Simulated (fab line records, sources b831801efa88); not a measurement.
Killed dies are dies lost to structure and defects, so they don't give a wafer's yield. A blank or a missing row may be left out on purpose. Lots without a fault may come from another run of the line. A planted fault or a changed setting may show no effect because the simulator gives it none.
Problem report in the 8D (eight disciplines) form, filled by code | flow sky130 | the parts of the form that need people (team, actions taken, sign-off) are left out

1. THE PROBLEM
SONOS_ONO_OXIDATION_THK at SKY_SONOS_ONO_THK_MEAS_01 reads a mean of 6.90 nm on 6 wafers of 2 lots; wafers without a fault read 2.62 nm with a standard deviation of 0.047. That is +91 standard deviations from the usual mean.
First seen on wafer L262.3, day 14 16:17, on film_metro-01. The record holds 27 wafers of 9 lots with a number at this step. Rule for "out", or "out of limits": more than 4 standard deviations from the usual mean. The other wafers with a number count as sound.

2. WHAT IT IS AND WHAT IT IS NOT
question                    | is                      | is not
which readings at this step | SONOS_ONO_OXIDATION_THK | -
which lots                  | L262, L263              | L252, L266, L267, L270, L271, L273, L274
which wafers of those lots  | all that have a number  | -
read on which gauges        | film_metro-01           | film_metro-02, film_metro-03
when                        | from day 14 16:17       | up to then (3 sound wafers); but 18 sound wafers of L266, L267, L270, L271, L273, L274 came after

3. SUSPECTS, AND WHAT RULES EACH OUT
Counting: a tool at a process step up to the reading stays a suspect if it ran every lot that is out and no sound lot after the first of them.
- the gauge at SKY_SONOS_ONO_THK_MEAS_01: kept. All the wafers that are out were read on film_metro-01, and no step on other tools shows them out.
Left after counting: film_metro-01 at SKY_SONOS_ONO_THK_MEAS_01.

4. THE CAUSE (what the simulator had put in)
Metrology matching offset: film_metro-01, from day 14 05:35 on, at SKY_SONOS_ONO_THK_MEAS_01. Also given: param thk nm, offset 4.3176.
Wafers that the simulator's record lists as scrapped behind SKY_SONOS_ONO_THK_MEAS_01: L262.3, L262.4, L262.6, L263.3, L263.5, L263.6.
Counting left only this tool.

5. THE CHAIN OF EFFECTS, in route order
Each row: a reading whose mean over the struck wafers that have a number lies more than 3 standard deviations from the usual. Only readings for which the record gives a usual standard deviation are gone through. hours: the time from each lot's start at the first step in this table that gives one to its start at this step, as a median over the lots. sigmas: the change in usual standard deviations.
hours | step                      | reading                 | usual   | on struck wafers | change | sigmas
0     | SKY_SONOS_ONO_THK_MEAS_01 | SONOS_ONO_OXIDATION_THK | 2.62 nm | 6.90             | +4.28  | +91

6. WHAT WOULD HAVE CAUGHT IT SOONER
In this record the first reading out of limits at a measuring or inspecting step was taken at day 14 16:17, 11 hours after the fault began at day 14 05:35.
